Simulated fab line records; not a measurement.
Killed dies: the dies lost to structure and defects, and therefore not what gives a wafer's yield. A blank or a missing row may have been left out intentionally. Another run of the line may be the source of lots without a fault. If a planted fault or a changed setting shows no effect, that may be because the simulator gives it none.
Which of the tools did it? / flow sky130 / Sampling: 7 lots, 21 wafers, 3 of 708 route steps

## WHAT EACH GAUGE READ, for each wafer
SKY_VT_ADJUST_HVTR_CD_MEAS_07 targets a cd of 380 nm.
lot=L243; measured=day 10 09:43; on=cd sem-01; cd nm (nm)=380.5 380.0 378.9
lot=L246; measured=day 11 09:17; on=cd sem-02; cd nm (nm)=380.5 377.6 381.2
lot=L257; measured=day 14 19:08; on=cd sem-01; cd nm (nm)=379.4 381.7 383.4
lot=L259; measured=day 15 05:35; on=cd sem-02; cd nm (nm)=382.2 381.3 382.1
lot=L261; measured=day 15 22:52; on=cd sem-01; cd nm (nm)=380.4 381.3 380.6
lot=L263; measured=day 16 23:11; on=cd sem-01; cd nm (nm)=379.5 382.6 380.1

## WHAT TOOL EACH LOT RAN ON (gives the tool, then ch and the chambers of the sampled wafers, and finally the start)
lot=L243; SKY_FIELD_ISO_WET_ETCH_29=wet bench-04 ch 3, day 3 02:56; SKY_VT_ADJUST_LVTN_STRIP_20=plasma asher-02 ch 0,1, day 8 13:08
lot=L246; SKY_FIELD_ISO_WET_ETCH_29=wet bench-04 ch 1, day 3 16:59; SKY_VT_ADJUST_LVTN_STRIP_20=plasma asher-01 ch 0,1, day 9 10:47
lot=L255; SKY_FIELD_ISO_WET_ETCH_29=wet bench-04 ch 2, day 5 17:54; SKY_VT_ADJUST_LVTN_STRIP_20=-
lot=L257; SKY_FIELD_ISO_WET_ETCH_29=wet bench-01 ch 2, day 6 03:12; SKY_VT_ADJUST_LVTN_STRIP_20=plasma asher-01 ch 0,1, day 12 16:13
lot=L259; SKY_FIELD_ISO_WET_ETCH_29=wet bench-04 ch 2, day 6 12:35; SKY_VT_ADJUST_LVTN_STRIP_20=plasma asher-02 ch 1, day 13 01:28
lot=L261; SKY_FIELD_ISO_WET_ETCH_29=wet bench-01 ch 0, day 6 22:52; SKY_VT_ADJUST_LVTN_STRIP_20=plasma asher-03 ch 0,1, day 13 17:56
lot=L263; SKY_FIELD_ISO_WET_ETCH_29=wet bench-04 ch 3, day 7 15:41; SKY_VT_ADJUST_LVTN_STRIP_20=plasma asher-02 ch 0,1, day 14 17:28
- SKY_FIELD_ISO_WET_ETCH_29: etches Si3N4 in H3PO4, target depth 160 nm, time 1825 s.
- SKY_VT_ADJUST_LVTN_STRIP_20: strips in O2/N2.

## THE ANSWER, worked out from the rows above alone
Rule: usual is defined by the lots themselves. The widest of any qualifying gaps counts: lots, ordered by their means at a reading, are off when they make up no more than a third of the lots, leave a main group of 4 or more, and stand apart from it by 3 or more times the standard deviation of that group's means. Not used: any main group whose means are identical at the precision the tables above print for the reading. Also off: a lot with no number at a reading for which 4 or more lots have one. Where the step has rows for the other lots, those lots are counted as sound.
No lot is off at any reading shown: from this, nothing can be told.

## WHAT WAS PUT IN BY THE SIMULATOR
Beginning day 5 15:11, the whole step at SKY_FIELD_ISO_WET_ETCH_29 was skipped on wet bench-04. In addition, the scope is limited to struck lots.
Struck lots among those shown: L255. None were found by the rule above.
